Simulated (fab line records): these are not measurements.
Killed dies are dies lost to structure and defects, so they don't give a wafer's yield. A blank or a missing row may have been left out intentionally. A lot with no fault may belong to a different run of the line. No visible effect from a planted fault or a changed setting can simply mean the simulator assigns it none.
fab line records	flow sky130	part 1 of 2: steps 1 to 24 of 34
[record] lots = 5	wafers = 15	last-day = 50
route steps=708 shown LI_CONTACT@376 LOCAL_INTERCONNECT@387 CONTACT@406
lots with no fault: from the same line, run without faults
start-h: the number of hours between the record's first day and the start of the first shown wafer of the lot	wait-h: how many hours have passed since the lot's step before this one	" as in the row above	L1.1+2: several wafers, shown together as one row	- value missing, or start not given	* or withheld: withheld	< > ~ a bound
route shown NAME@n: names a module that has steps shown in the file, with the first one's number in the route	usual: mean/standard deviation taken from wafers without a fault	same: alike in all rows	chamber/n: place in a boat	sites: per-site readings	_std_site: how widely they spread, as a standard deviation	_edge_site: inner sites' mean taken away from outer sites' mean	radius-mm: how far each site lies from the wafer's centre	mask NAME#n: copy n	behind: the last tool/chamber to shape the wafer	hold: cause of the lot's hold/its duration in hours/its outcome	device: transistor that didn't switch, given as n, p or np	end of line: the same wafers' tests at the end of the route	a step without rows: its recipe alone	killed: the dies lost at the first sort to structure and to defects; this is not the yield of the wafer	map: the dies of a wafer, with x for killed, . for not killed, _ for no die there
set.NAME: the setting the step ran with; set.NAME@STEP: the setting that earlier step ran with	model.NAME: the simulator's own value behind a step, which no gauge read
a table for each step, a row for each wafer; lots at some steps of the route
services: a tool's chamber out of use, with start hour (start-h, from the record's first day; less than 0 if before it), hours out, and reason
[[steps]]
[step SKY_LI_CONTACT_ETCH_14]
[recipe] chemistry = N2/H2	target = BARC	ion-energy-ev = 200	source-w = 500	bias-w = 100	pressure-mtorr = 30	n2-flow-sccm = 100	h2-flow-sccm = 200	stop-on = SiO2	time-s = 45.9	target-depth-a = 600
[usual] drypump-motor-current-A = 5.62/0.26	oes-product-au = 0.856/0.0045	rf-fwd-power-W = 495.0/1.9	throttle-valve-pct = 13.224/0.008
lot.wafer	tool	chamber	start-h	wait-h	drypump-motor-current-A	oes-product-au	rf-fwd-power-W	rf-hours-counter-h	throttle-valve-pct
L082.1	rie-diel-01	1	744.43	0.0	5.76	0.858	496.8	22	13.216
L082.4	"	0	"	"	5.99	0.851	496.0	26	13.222
L082.5	"	0	"	"	5.98	0.865	496.1	-	13.219
L086.1	rie-diel-03	0	775.98	0.0	5.75	0.850	495.0	10	13.219
L086.2	"	3	"	"	5.56	0.856	496.0	21	13.239
L086.5	"	1	"	"	5.37	0.851	495.0	-	13.224
L092.1	rie-diel-04	2	824.79	0.0	5.13	0.853	493.3	11	13.233
L092.3	"	0	"	"	5.92	0.861	496.4	7	13.227
L092.5	"	2	"	"	5.10	0.857	492.0	-	13.209
L093.2	rie-diel-01	1	835.89	0.0	5.74	0.855	498.0	25	13.244
L093.3	"	2	"	"	5.65	0.855	490.5	4	13.236
L093.4	"	1	"	"	5.75	0.846	499.0	-	13.225
L095.3	rie-diel-04	0	843.19	0.0	5.96	0.857	492.8	8	13.220
L095.5	"	1	"	"	6.17	0.850	492.5	-	13.230
L095.6	"	2	"	"	5.14	0.855	492.9	-	13.212
[step SKY_LI_CONTACT_ETCH_15]
[recipe] target = PSG	chemistry = C4F8/O2/Ar	stop-on = Si	taper-deg = 4.15	mask-material = KrF-thick	source-w = 1500	bias-w = 1200	pressure-mtorr = 40	c4f8-flow-sccm = withheld	O2_flow_sccm = 6	Ar_flow_sccm = 300	time-s = withheld	target-depth-a = 6000
[usual] oes-product-au = 0.836/0.0044	rf-fwd-power-W = 1493/5.4
lot.wafer	tool	chamber	start-h	wait-h	oes-product-au	rf-fwd-power-W
L082.1	rie-diel-01	1	744.48	0.0	0.831	1502
L082.4	"	0	"	"	0.831	1491
L082.5	"	0	"	"	0.839	1500
L086.1	rie-diel-03	0	776.02	0.0	0.839	1503
L086.2	"	3	"	"	0.834	1494
L086.5	"	1	"	"	0.839	1485
L092.1	rie-diel-04	2	824.84	0.0	0.831	1490
L092.3	"	0	"	"	0.835	1499
L092.5	"	2	"	"	0.831	1487
L093.2	rie-diel-01	1	835.94	0.0	0.832	1502
L093.3	"	2	"	"	0.832	1496
L093.4	"	1	"	"	0.841	1493
L095.3	rie-diel-04	0	843.23	0.0	0.831	1494
L095.5	"	1	"	"	0.830	1483
L095.6	"	2	"	"	0.840	1481
[step SKY_LI_CONTACT_STRIP_16]
[recipe] chemistry = O2/N2	power-w = 1400	pressure-mtorr = 1500	platen-temp-c = withheld	o2-flow-sccm = 3000	n2-flow-sccm = 300	overash-fraction = 0.5
[usual] drypump-motor-current-A = 5.9/0.4	oes-product-au = 0.375/0.0048	strip-time-to-endpoint-s = 3.485/0.025
lot.wafer	tool	chamber	start-h	wait-h	drypump-motor-current-A	oes-product-au	rf-hours-counter-h	strip-time-to-endpoint-s
L082.1	plasma-asher-02	0	744.56	-	5.3	0.375	31	3.481
L082.4	"	0	"	"	5.3	0.366	-	3.482
L082.5	"	1	"	"	6.1	0.375	-	3.466
L086.1	plasma-asher-02	1	776.11	-	6.1	0.375	35	3.514
L086.2	"	0	"	"	5.3	0.376	35	3.478
L086.5	"	1	"	"	6.1	0.379	-	3.496
L092.1	plasma-asher-03	0	824.92	-	6.5	0.368	9	3.446
L092.3	"	1	"	"	5.8	0.376	-	3.491
L092.5	"	1	"	"	5.8	0.369	-	3.457
L093.2	plasma-asher-03	1	836.02	-	5.8	0.374	10	3.482
L093.3	"	0	"	"	6.5	0.370	-	3.470
L093.4	"	1	"	"	5.8	0.375	-	3.479
L095.3	plasma-asher-03	1	843.35	-	5.8	0.369	-	3.526
L095.5	"	0	"	"	6.5	0.372	-	3.457
L095.6	"	1	"	"	5.8	0.375	-	3.465
[step SKY_LI_CONTACT_CLEAN_17]
[recipe] chemistry = NMP	time-s = 600	temp-c = 60	dry = n2-spin
lot.wafer	tool	chamber	start-h	wait-h
L082.1+4+5	wet-bench-04	1	744.66	0.1
L086.1+2+5	wet-bench-04	1	776.21	0.1
L092.1+3+5	wet-bench-02	3	825.02	0.1
L093.2+3+4	wet-bench-01	1	836.12	0.1
L095.3+5+6	wet-bench-01	2	843.41	0.0
[step SKY_LI_CONTACT_PRE_CLEAN_18]
[recipe] gas = Ar	time-s = 5.6	bias-v = 358
lot.wafer	tool	chamber	start-h	wait-h
L082.1+4+5	pvd-sputter-01	-	744.84	0.0
L086.1+2+5	pvd-sputter-01	-	776.40	0.0
L092.1+3+5	pvd-sputter-01	-	825.23	0.0
L093.2+3+4	pvd-sputter-02	-	836.30	0.0
L095.3+5+6	pvd-sputter-04	-	843.59	0.0
[step SKY_LI_CONTACT_SPUTTER_19]
[recipe] material = Ti	target-thk-nm = 20	chamber-pressure-pa = 5	power-w = 2500	substrate-temp-c = 200	time-s = 106.37
[usual] throttle-valve-pct = 30.4/1.3
lot.wafer	tool	chamber	start-h	wait-h	throttle-valve-pct
L082.1	pvd-sputter-01	-	744.86	0.0	30.2
L082.4	"	-	"	"	30.0
L082.5	"	-	"	"	28.5
L086.1	pvd-sputter-01	-	776.42	0.0	30.3
L086.2	"	-	"	"	30.1
L086.5	"	-	"	"	28.6
L092.1	pvd-sputter-01	-	825.25	0.0	28.7
L092.3	"	-	"	"	30.1
L092.5	"	-	"	"	28.7
L093.2	pvd-sputter-02	-	836.32	0.0	30.3
L093.3	"	-	"	"	29.4
L093.4	"	-	"	"	32.3
L095.3	pvd-sputter-04	-	843.61	0.0	31.0
L095.5	"	-	"	"	31.0
L095.6	"	-	"	"	30.8
[step SKY_LI_CONTACT_SPUTTER_20]
[recipe] material = TiN	target-thk-nm = 20	chamber-pressure-pa = 5	power-w = 4000	time-s = 80
[usual] throttle-valve-pct = 30.4/1.3
lot.wafer	tool	chamber	start-h	wait-h	throttle-valve-pct
L082.1	pvd-sputter-01	-	744.93	0.0	30.2
L082.4	"	-	"	"	29.8
L082.5	"	-	"	"	28.8
L086.1	pvd-sputter-01	-	776.49	0.0	30.2
L086.2	"	-	"	"	30.2
L086.5	"	-	"	"	28.6
L092.1	pvd-sputter-01	-	825.33	0.0	28.7
L092.3	"	-	"	"	30.1
L092.5	"	-	"	"	28.8
L093.2	pvd-sputter-02	-	836.39	0.0	30.2
L093.3	"	-	"	"	29.2
L093.4	"	-	"	"	32.4
L095.3	pvd-sputter-04	-	843.68	0.0	31.1
L095.5	"	-	"	"	30.6
L095.6	"	-	"	"	30.8
[step SKY_LI_CONTACT_CVD_21]
[recipe] material = W	target-thk-nm = 400	time-s = 120.56	temp-c = 400	pressure-torr = 40
[usual] heater-power-w = 903/36
lot.wafer	tool	chamber	start-h	wait-h	heater-power-w	since-wet-clean-h
L082.1	cvd-w-02	1	744.99	0.0	870	341
L082.4	"	1	"	"	854	-
L082.5	"	1	"	"	860	-
L086.1	cvd-w-02	1	776.55	0.0	868	373
L086.2	"	0	"	"	946	373
L086.5	"	0	"	"	963	-
L092.1	cvd-w-01	1	825.39	0.0	874	921
L092.3	"	1	"	"	869	-
L092.5	"	1	"	"	916	-
L093.2	cvd-w-01	1	836.45	0.0	862	932
L093.3	"	1	"	"	868	-
L093.4	"	0	"	"	951	-
L095.3	cvd-w-02	1	843.79	0.1	876	-
L095.5	"	0	"	"	971	-
L095.6	"	1	"	"	856	-
[step SKY_LI_CONTACT_RS_MEAS_22]
[recipe] thk-meas-gauge = four-point-probe	reads = W_of_LI_CONTACT_CVD_21+TiN_of_LI_CONTACT_SPUTTER_20+Ti_of_LI_CONTACT_SPUTTER_19
[usual] LI_CONTACT_W_RS = 0.285/0.0045
lot.wafer	tool	chamber	start-h	wait-h	LI_CONTACT_W_RS[ohm/sq]
L082.1	film-metro-02	-	745.12	0.1	0.283
L082.4	"	-	"	"	0.283
L082.5	"	-	"	"	0.282
L086.1	film-metro-03	-	776.68	0.1	0.282
L086.2	"	-	"	"	0.281
L086.5	"	-	"	"	0.279
L092.1	film-metro-02	-	825.51	0.1	0.290
L092.3	"	-	"	"	0.286
L092.5	"	-	"	"	0.285
L093.2	film-metro-03	-	836.60	0.1	0.288
L093.3	"	-	"	"	0.287
L093.4	"	-	"	"	0.287
L095.3	film-metro-02	-	843.91	0.1	0.282
L095.5	"	-	"	"	0.278
L095.6	"	-	"	"	0.288
[step SKY_LI_CONTACT_THK_MEAS_23]
[recipe] thk-meas-gauge = xrf	reads = W_of_LI_CONTACT_CVD_21
[usual] LI_CONTACT_W_THK = 405/11
lot.wafer	tool	chamber	start-h	wait-h	LI_CONTACT_W_THK[nm]
L082.1	film-metro-02	-	745.24	0.1	399
L082.4	"	-	"	"	401
L082.5	"	-	"	"	403
L086.1	film-metro-03	-	776.80	0.1	414
L086.2	"	-	"	"	417
L086.5	"	-	"	"	424
L092.1	film-metro-02	-	825.63	0.1	392
L092.3	"	-	"	"	395
L092.5	"	-	"	"	395
L093.2	film-metro-03	-	836.71	0.1	406
L093.3	"	-	"	"	406
L093.4	"	-	"	"	409
L095.3	film-metro-02	-	844.01	0.1	403
L095.5	"	-	"	"	411
L095.6	"	-	"	"	397
[step SKY_LI_CONTACT_CMP_24]
[recipe] stop-on = PSG	t-overpolish-s = 20	down-force-psi = 3.5	platen-rpm = 60	target-thk-nm = 0	pad-velocity-m-s = 0.94248
[usual] motor-current-A = 10.8/0.79	overpolish-run-s = 20.001/0.0093	time-to-endpoint-s = 94/3.7
lot.wafer	tool	chamber	start-h	wait-h	motor-current-A	overpolish-run-s	time-to-endpoint-s
L082.1	cmp-02	1	745.67	0.4	9.7	19.990	96
L082.4	"	2	"	"	10.6	19.998	93
L082.5	"	0	"	"	10.7	20.005	96
L086.2	cmp-01	1	776.86	0.0	9.8	19.996	93
L086.1	"	0	"	"	11.9	20.007	92
L086.5	"	2	"	"	10.5	20.016	95
L092.1	cmp-02	1	825.74	0.1	9.3	20.001	97
L092.3	"	2	"	"	11.2	20.008	99
L092.5	"	1	"	"	9.2	19.981	100
L093.4	cmp-01	2	837.03	0.3	9.9	20.009	95
L093.2	"	3	"	"	11.4	19.993	92
L093.3	"	0	"	"	12.3	19.991	94
L095.3	cmp-01	3	844.15	0.1	11.6	20.001	94
L095.6	"	1	"	"	10.7	19.993	96
L095.5	"	2	"	"	10.5	20.008	102
[step SKY_LOCAL_INTERCONNECT_SPUTTER_00]
[recipe] material = TiN	target-thk-nm = 100	temp-c = 300	power-w = 6500	time-s = 83.3	chamber-pressure-pa = 0.4
[usual] throttle-valve-pct = 30.3/1.3
lot.wafer	tool	chamber	start-h	wait-h	throttle-valve-pct
L082.1	pvd-sputter-03	-	745.87	0.1	32.1
L082.4	"	-	"	"	30.0
L082.5	"	-	"	"	29.5
L086.1	pvd-sputter-04	-	777.16	0.1	32.5
L086.2	"	-	"	"	30.6
L086.5	"	-	"	"	32.5
L092.1	pvd-sputter-03	-	825.99	0.2	29.4
L092.3	"	-	"	"	32.4
L092.5	"	-	"	"	28.4
L093.2	pvd-sputter-03	-	837.33	0.2	30.7
L093.3	"	-	"	"	28.7
L093.4	"	-	"	"	29.5
L095.3	pvd-sputter-03	-	844.35	0.1	28.7
L095.5	"	-	"	"	28.7
L095.6	"	-	"	"	29.9
[step SKY_LOCAL_INTERCONNECT_RS_MEAS_01]
[recipe] thk-meas-gauge = four-point-probe	reads = TiN_of_LOCAL_INTERCONNECT_SPUTTER_00
[usual] LOCAL_INTERCONNECT_TIN_RS = 14.14/0.16
lot.wafer	tool	chamber	start-h	wait-h	LOCAL_INTERCONNECT_TIN_RS[ohm/sq]
L082.1	film-metro-01	-	745.93	0.0	14.13
L082.4	"	-	"	"	14.13
L082.5	"	-	"	"	14.05
L086.1	film-metro-02	-	777.22	0.0	14.18
L086.2	"	-	"	"	14.35
L086.5	"	-	"	"	14.16
L092.1	film-metro-01	-	826.06	0.0	13.75
L092.3	"	-	"	"	13.73
L092.5	"	-	"	"	13.74
L093.2	film-metro-02	-	837.41	0.1	14.16
L093.3	"	-	"	"	14.23
L093.4	"	-	"	"	14.25
L095.3	film-metro-01	-	844.45	0.1	14.14
L095.5	"	-	"	"	14.11
L095.6	"	-	"	"	14.09
[step SKY_LOCAL_INTERCONNECT_THK_MEAS_02]
[recipe] thk-meas-gauge = xrf	reads = TiN_of_LOCAL_INTERCONNECT_SPUTTER_00
[usual] LOCAL_INTERCONNECT_TIN_THK = 99.3/1.2
lot.wafer	tool	chamber	start-h	wait-h	LOCAL_INTERCONNECT_TIN_THK[nm]
L082.1	film-metro-01	-	746.05	0.1	99.6
L082.4	"	-	"	"	99.1
L082.5	"	-	"	"	100.3
L086.1	film-metro-02	-	777.34	0.1	99.1
L086.2	"	-	"	"	97.0
L086.5	"	-	"	"	98.8
L092.1	film-metro-01	-	826.18	0.1	102.8
L092.3	"	-	"	"	101.6
L092.5	"	-	"	"	102.5
L093.2	film-metro-02	-	837.52	0.1	99.8
L093.3	"	-	"	"	99.4
L093.4	"	-	"	"	98.5
L095.3	film-metro-01	-	844.55	0.1	99.2
L095.5	"	-	"	"	99.7
L095.6	"	-	"	"	99.5
[step SKY_LOCAL_INTERCONNECT_DEHYDRATE_03]
[recipe] temp-c = 200	time-s = 60
[usual] exhaust-pa = 44.8/0.96
lot.wafer	tool	chamber	start-h	wait-h	exhaust-pa
L082.1	litho-track-01	0	758.75	12.7	43.7
L082.4	"	0	"	"	43.7
L082.5	"	0	"	"	45.1
L086.1	litho-track-02	0	789.38	12.0	45.3
L086.2	"	0	"	"	42.5
L086.5	"	0	"	"	44.1
L092.1	litho-track-04	0	838.24	12.1	46.1
L092.3	"	0	"	"	44.4
L092.5	"	0	"	"	45.6
L093.2	litho-track-01	0	849.38	11.8	45.1
L093.3	"	0	"	"	45.8
L093.4	"	0	"	"	46.8
L095.3	litho-track-01	0	856.45	11.9	45.1
L095.5	"	0	"	"	44.7
L095.6	"	0	"	"	45.2
[step SKY_LOCAL_INTERCONNECT_HMDS_04]
[recipe] prime-time-s = 60	prime-temp-c = 120
[usual] exhaust-pa = 45.0/0.88
lot.wafer	tool	chamber	start-h	wait-h	exhaust-pa
L082.1	litho-track-01	0	758.90	0.1	44.6
L082.4	"	0	"	"	44.4
L082.5	"	0	"	"	44.9
L086.1	litho-track-02	0	789.53	0.1	44.8
L086.2	"	0	"	"	45.1
L086.5	"	0	"	"	45.6
L092.1	litho-track-04	0	838.39	0.1	45.5
L092.3	"	0	"	"	44.1
L092.5	"	0	"	"	45.4
L093.2	litho-track-01	0	849.53	0.1	45.5
L093.3	"	0	"	"	45.5
L093.4	"	0	"	"	43.7
L095.3	litho-track-01	0	856.60	0.1	45.5
L095.5	"	0	"	"	43.6
L095.6	"	0	"	"	43.7
[step SKY_LOCAL_INTERCONNECT_COAT_05]
[recipe] resist = BARC	temp-c = withheld	time-s = withheld	spin-rpm = 3000	resist-thk-nm = 60
[usual] exhaust-pa = 45.0/0.98
lot.wafer	tool	chamber	start-h	wait-h	exhaust-pa
L082.1	litho-track-01	0	759.05	0.1	44.6
L082.4	"	0	"	"	45.0
L082.5	"	0	"	"	44.3
L086.1	litho-track-02	0	789.68	0.1	44.8
L086.2	"	0	"	"	45.9
L086.5	"	0	"	"	45.6
L092.1	litho-track-04	0	838.54	0.1	46.1
L092.3	"	0	"	"	45.9
L092.5	"	0	"	"	45.6
L093.2	litho-track-01	0	849.68	0.1	46.4
L093.3	"	0	"	"	47.0
L093.4	"	0	"	"	46.8
L095.3	litho-track-01	0	856.75	0.1	44.8
L095.5	"	0	"	"	44.8
L095.6	"	0	"	"	43.2
[step SKY_LOCAL_INTERCONNECT_COAT_06]
[recipe] resist = KrF-thick	spin-rpm = 3000	resist-thk-nm = 450
[usual] exhaust-pa = 45.0/0.89
lot.wafer	tool	chamber	start-h	wait-h	exhaust-pa
L082.1	litho-track-01	0	-	-	45.5
L082.4	"	0	"	"	43.6
L082.5	"	0	"	"	44.9
L086.1	litho-track-02	0	-	-	46.3
L086.2	"	0	"	"	47.6
L086.5	"	0	"	"	46.1
L092.1	litho-track-04	0	-	-	44.6
L092.3	"	0	"	"	44.7
L092.5	"	0	"	"	45.6
L093.2	litho-track-01	0	-	-	42.4
L093.3	"	0	"	"	45.3
L093.4	"	0	"	"	43.9
L095.3	litho-track-01	0	-	-	44.5
L095.5	"	0	"	"	45.3
L095.6	"	0	"	"	44.6
[step SKY_LOCAL_INTERCONNECT_SOFTBAKE_07]
[recipe] temp-c = 100	time-s = 90	resist = KrF-thick
[usual] exhaust-pa = 45.1/0.86
lot.wafer	tool	chamber	start-h	wait-h	exhaust-pa
L082.1	litho-track-01	0	-	-	44.7
L082.4	"	0	"	"	44.8
L082.5	"	0	"	"	44.0
L086.1	litho-track-02	0	-	-	45.0
L086.2	"	0	"	"	45.1
L086.5	"	0	"	"	45.1
L092.1	litho-track-04	0	-	-	46.2
L092.3	"	0	"	"	45.2
L092.5	"	0	"	"	43.5
L093.2	litho-track-01	0	-	-	45.3
L093.3	"	0	"	"	45.6
L093.4	"	0	"	"	45.4
L095.3	litho-track-01	0	-	-	44.6
L095.5	"	0	"	"	45.8
L095.6	"	0	"	"	43.6
[step SKY_LOCAL_INTERCONNECT_EXPOSE_08]
[recipe] mask-id = LI1M	na = 0.8	source-shape = annular	sigma-inner = 0.55	sigma-outer = 0.85	target-cd-nm = 170	dose-mj = 28
lot.wafer	tool	chamber	start-h	wait-h	mask
L082.1+4+5	krf-scanner-02	0	-	-	LI1M#0
L086.1+2+5	krf-scanner-01	0	-	-	LI1M#0
L092.1+3+5	krf-scanner-02	0	-	-	LI1M#0
L093.2+3+4	krf-scanner-01	0	-	-	LI1M#0
L095.3+5+6	krf-scanner-01	0	-	-	LI1M#0
[step SKY_LOCAL_INTERCONNECT_PEB_09]
[recipe] peb-temp-c = withheld	peb-time-s = withheld	resist = KrF-thick
[usual] exhaust-pa = 45.1/0.85
lot.wafer	tool	chamber	start-h	wait-h	exhaust-pa
L082.1	litho-track-01	0	-	-	44.3
L082.4	"	0	"	"	45.0
L082.5	"	0	"	"	43.9
L086.1	litho-track-04	0	-	-	44.4
L086.2	"	0	"	"	44.6
L086.5	"	0	"	"	44.2
L092.1	litho-track-04	0	-	-	46.0
L092.3	"	0	"	"	45.3
L092.5	"	0	"	"	46.7
L093.2	litho-track-04	0	-	-	45.1
L093.3	"	0	"	"	43.9
L093.4	"	0	"	"	46.1
L095.3	litho-track-01	0	-	-	46.8
L095.5	"	0	"	"	46.3
L095.6	"	0	"	"	45.7
[step SKY_LOCAL_INTERCONNECT_DEVELOP_10]
[recipe] develop-time-s = 60	resist = KrF-thick	dev-temp-c = 21
[usual] exhaust-pa = 44.8/1
lot.wafer	tool	chamber	start-h	wait-h	exhaust-pa
L082.1	litho-track-01	0	-	-	44.9
L082.4	"	0	"	"	45.4
L082.5	"	0	"	"	45.3
L086.1	litho-track-04	0	-	-	43.6
L086.2	"	0	"	"	43.8
L086.5	"	0	"	"	44.6
L092.1	litho-track-04	0	-	-	44.1
L092.3	"	0	"	"	44.9
L092.5	"	0	"	"	45.8
L093.2	litho-track-04	0	-	-	45.5
L093.3	"	0	"	"	45.4
L093.4	"	0	"	"	45.2
L095.3	litho-track-01	0	-	-	46.1
L095.5	"	0	"	"	45.3
L095.6	"	0	"	"	45.5
[step SKY_LOCAL_INTERCONNECT_CD_MEAS_11]
[recipe] target-cd-nm = 170
[usual] cd-nm = 169.8/1.2
lot.wafer	tool	chamber	start-h	wait-h	cd-nm
L082.1	cd-sem-02	-	772.70	-	171.1
L082.4	"	-	"	"	171.1
L082.5	"	-	"	"	171.0
L086.1	cd-sem-02	-	803.44	-	170.3
L086.2	"	-	"	"	169.1
L086.5	"	-	"	"	168.0
L092.1	cd-sem-01	-	852.19	-	169.8
L092.3	"	-	"	"	171.5
L092.5	"	-	"	"	172.1
L093.2	cd-sem-02	-	863.21	-	167.2
L093.3	"	-	"	"	167.4
L093.4	"	-	"	"	168.1
L095.3	cd-sem-01	-	869.59	-	170.7
L095.5	"	-	"	"	170.4
L095.6	"	-	"	"	172.0
[step SKY_LOCAL_INTERCONNECT_OVL_MEAS_12]
[usual] LOCAL_INTERCONNECT_OVL = 0/5.7
lot.wafer	tool	chamber	start-h	wait-h	LOCAL_INTERCONNECT_OVL[nm]
L082.1	overlay-02	-	772.82	0.1	-6
L082.4	"	-	"	"	-6
L082.5	"	-	"	"	-6
L086.1	overlay-01	-	803.56	0.1	-1
L086.2	"	-	"	"	-1
L086.5	"	-	"	"	-5
L092.1	overlay-02	-	852.31	0.1	6
L092.3	"	-	"	"	0
L092.5	"	-	"	"	0
L093.2	overlay-02	-	863.31	0.1	8
L093.3	"	-	"	"	4
L093.4	"	-	"	"	4
L095.3	overlay-01	-	869.68	0.1	4
L095.5	"	-	"	"	8
L095.6	"	-	"	"	3
